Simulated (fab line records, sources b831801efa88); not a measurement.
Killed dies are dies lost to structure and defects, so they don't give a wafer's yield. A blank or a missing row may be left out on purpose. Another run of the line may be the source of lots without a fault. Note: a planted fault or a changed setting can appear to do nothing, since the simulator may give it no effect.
One fault seen from 2 desks :: flow gf180mcu :: each desk has only its own numbers; what lay behind them comes last

== THE METROLOGY DESK ==
What the gauges read, lot by lot, whatever tool the lot ran on: means of the sampled wafers that have a number. If a lot's mean is further than 4 standard deviations from the usual mean, the lot is out of limits and carries the mark OUT (the distance appears in the brackets).
Columns: A = cdNm at GF_STI_CD_MEAS_12, usual 219.5 nm; B = MVSD_OVL at GF_MVSD_OVL_MEAS_07, usual -0.2 nm; C = MVPSD_RS at GF_VT_IMPLANT_RS_MEAS_49, usual 1168 ohm/sq; D = POLY_GATE_CVD_00_THK at GF_POLY_GATE_THK_MEAS_01, usual 200.2 nm
lot: L708
first seen here: day 2 02:29
A: 217.6
B: 0.7
C: 1172
D: 200.3

lot: L709
first seen here: day 2 06:19
A: 220.3
B: -0.8
C: 1171
D: 196.6

lot: L710
first seen here: day 2 11:47
A: 218.8
B: 0.0
C: 1167
D: 199.9

lot: L711
first seen here: day 2 17:03
A: 219.4
B: -0.0
C: 1172
D: 198.8

lot: L712
first seen here: day 2 22:19
A: 222.5
B: -0.2
C: 1169
D: 200.3

lot: L716
first seen here: day 3 20:46
A: 217.7
B: -0.2
C: 1106 (-20) OUT
D: 198.9

lot: L717
first seen here: day 4 01:58
A: 220.0
B: -0.7
C: 1105 (-20) OUT
D: 198.1

lot: L724
first seen here: day 5 12:22
A: 221.1
B: -1.8
C: 1168
D: 201.7

lot: L725
first seen here: day 5 16:11
A: 219.2
B: -0.1
C: 1168
D: 201.1

lot: L727
first seen here: day 6 04:34
A: 217.4
B: 0.5
C: 1167
D: 202.3

lot: L728
first seen here: day 6 07:31
A: 217.8
B: -2.1
C: 1172
D: 201.2

lot: L729
first seen here: day 6 13:04
A: 220.5
B: 0.1
C: 1167
D: 201.6

lot: L730
first seen here: day 6 19:31
A: 218.4
B: -0.9
C: 1172
D: 201.2

lot: L731
first seen here: day 6 23:46
A: 220.1
B: -0.0
C: 1169
D: 197.8
Finding of this desk: L716, L717 out of limits, first seen on L716 at day 9 23:29 (MVPSD_RS at GF_VT_IMPLANT_RS_MEAS_49). Within limits: L708, L709, L710, L711, L712, L724, L725, L727, L728, L729, L730, L731.

== AT THE TOOL OWNER'S DESK: implanter-02 ==
The tool's own readings at GF_MVPSD_IMPLANT_09: means of the sampled wafers that have a number, for each lot that ran on this tool. If a lot's mean is further than 4 standard deviations from the usual mean, the lot is out of limits and carries the mark OUT (the distance appears in the brackets).
Columns: A = doseIonsCm2 at GF_MVPSD_IMPLANT_09, usual 5e+12; B = faradayCurrentUA at GF_MVPSD_IMPLANT_09, usual 28.3
lot: L712
first seen here: day 5 23:28
A: 5e+12
B: 28.3

lot: L716
first seen here: day 7 03:44
A: 7e+12 (+99 or more) OUT
B: 37.0 (+14) OUT

lot: L717
first seen here: day 7 10:20
A: 7e+12 (+99 or more) OUT
B: 36.8 (+14) OUT

lot: L729
first seen here: day 10 05:44
A: 5e+12
B: 28.4

lot: L731
first seen here: day 10 17:55
A: 5e+12
B: 28.4
This desk's finding: out of limits on L716, L717; first on L716, day 7 03:44 (doseIonsCm2 at GF_MVPSD_IMPLANT_09). Within limits: L712, L729, L731.

== BROUGHT TOGETHER ==
At day 7 03:44, on L716, L717, the tool owner's desk was in a position to raise an alarm.
L716, L717 would have let the metrology desk raise an alarm at day 9 23:29.
Of the lots named, all ran GF_MVPSD_IMPLANT_09 on implanter-02.

== WHAT HAD BEEN PUT IN BY THE SIMULATOR ==
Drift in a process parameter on implanter-02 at GF_MVPSD_IMPLANT_09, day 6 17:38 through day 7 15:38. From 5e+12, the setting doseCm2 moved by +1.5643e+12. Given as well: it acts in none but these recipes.
Shown lots that were struck: L716, L717.
Time in hours from fault onset to the first out-of-limits reading at each desk: tool owner's desk 10, metrology desk 78.
